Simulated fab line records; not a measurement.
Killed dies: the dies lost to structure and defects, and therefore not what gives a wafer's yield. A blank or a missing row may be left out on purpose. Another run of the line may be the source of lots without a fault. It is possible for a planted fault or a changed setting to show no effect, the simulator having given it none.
8D (eight disciplines) problem report, filled in by code :: flow gf180mcu :: the parts of the form that need people (team, actions taken, sign-off) are left out

1. THE PROBLEM
SAB_CVD_00_THK at GF_SAB_THK_MEAS_01 reads a mean of 53.3 nm on 1 wafer of 1 lot; wafers without a fault read 50.3 nm with a standard deviation of 0.7. That is +4.3 standard deviations from the usual mean.
Seen first at day 19 22:56 on film_metro-01, wafer L201.3. Wafers with a number at this step in the record: 36, from 12 lots. The rule behind "out" and "out of limits": a value lying over 4 standard deviations away from the usual mean. The rest of the wafers with a number are treated as sound.

2. WHAT IT IS, WHAT IT ISN'T
question: which readings at this step
is: SAB_CVD_00_THK
is not: -

question: which lots
is: L201
is not: L185, L187, L188, L190, L191, L194, L195, L196, L202, L206, L208

question: which wafers of those lots
is: L201.3
is not: L201.1, L201.5

question: read on which gauges
is: film_metro-01
is not: film_metro-02, film_metro-04

question: when
is: from day 19 22:56
is not: up to then (26 sound wafers); but 9 sound wafers of L202, L206, L208 came after

3. WHAT RULES OUT EACH SUSPECT
Counting: a tool at a process step up to the reading stays a suspect if it ran every lot that is out. Sound lots after the first of them don't rule it out here, since some wafers of a struck lot are sound.
- the gauge at GF_SAB_THK_MEAS_01: kept. All the wafers that are out were read on film_metro-01, and no step on other tools shows them out.
- plasma_asher-03 at GF_MVSD_STRIP_10 (strips in O2/N2): kept. It processed L201, the lot that is out, at day 8 05:38, and its most recent sound lot before then was L195 at day 6 20:47.
- rtp_anneal-02 at GF_PSD_RTA_13 (time 20 s): kept. It processed L201, the lot that is out, at day 19 22:35, and its most recent sound lot before then was L195 at day 18 08:17.
- pecvd-04 at GF_SAB_CVD_00 (deposits SiO2 from TEOS, target thk 50 nm, time 4.9302 s): kept. It processed L201, the lot that is out, at day 19 22:55, and its most recent sound lot before then was L196 at day 18 08:44.
- Within pecvd-04 at GF_SAB_CVD_00: the wafers that are out ran in chamber 1; their sound lot-mates ran in chambers 0, 2.
Left after counting: plasma_asher-03 at GF_MVSD_STRIP_10, rtp_anneal-02 at GF_PSD_RTA_13, pecvd-04 at GF_SAB_CVD_00, film_metro-01 at GF_SAB_THK_MEAS_01.

4. THE CAUSE (what the simulator had put in)
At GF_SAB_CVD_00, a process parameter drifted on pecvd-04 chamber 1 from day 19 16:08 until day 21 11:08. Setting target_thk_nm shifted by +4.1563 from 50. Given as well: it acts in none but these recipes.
Counting leaves 4 suspects; this tool is one of them.

5. SEQUENCE OF EFFECTS, ordered by route
Each row: a reading whose mean over the struck wafers that have a number lies more than 3 standard deviations from the usual. Only readings whose record carries a usual standard deviation are examined. hours: median over the lots of the time between each lot's start at the first step of this table that gives one and its start at this step. sigmas: the change, counted in usual standard deviations.
hours: 0
step: GF_SAB_THK_MEAS_01
reading: SAB_CVD_00_THK
usual: 50.3 nm
on struck wafers: 53.3
change: +3.0
sigmas: +4.3

6. HOW IT WOULD HAVE BEEN CAUGHT EARLIER
7 hours passed between the start of the fault at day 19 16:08 and the first reading out of limits at a measuring or inspecting step in this record, taken at day 19 22:56.
Of the tool readings at GF_SAB_CVD_00 for which the record gives a usual standard deviation, none was out on any struck wafer, so an alarm limit of 4 standard deviations on them would not have fired.
All the lots that are out (1) had begun GF_SAB_CVD_00 on pecvd-04 by day 19 22:56. Tool hold at that time: it would have spared none of them.
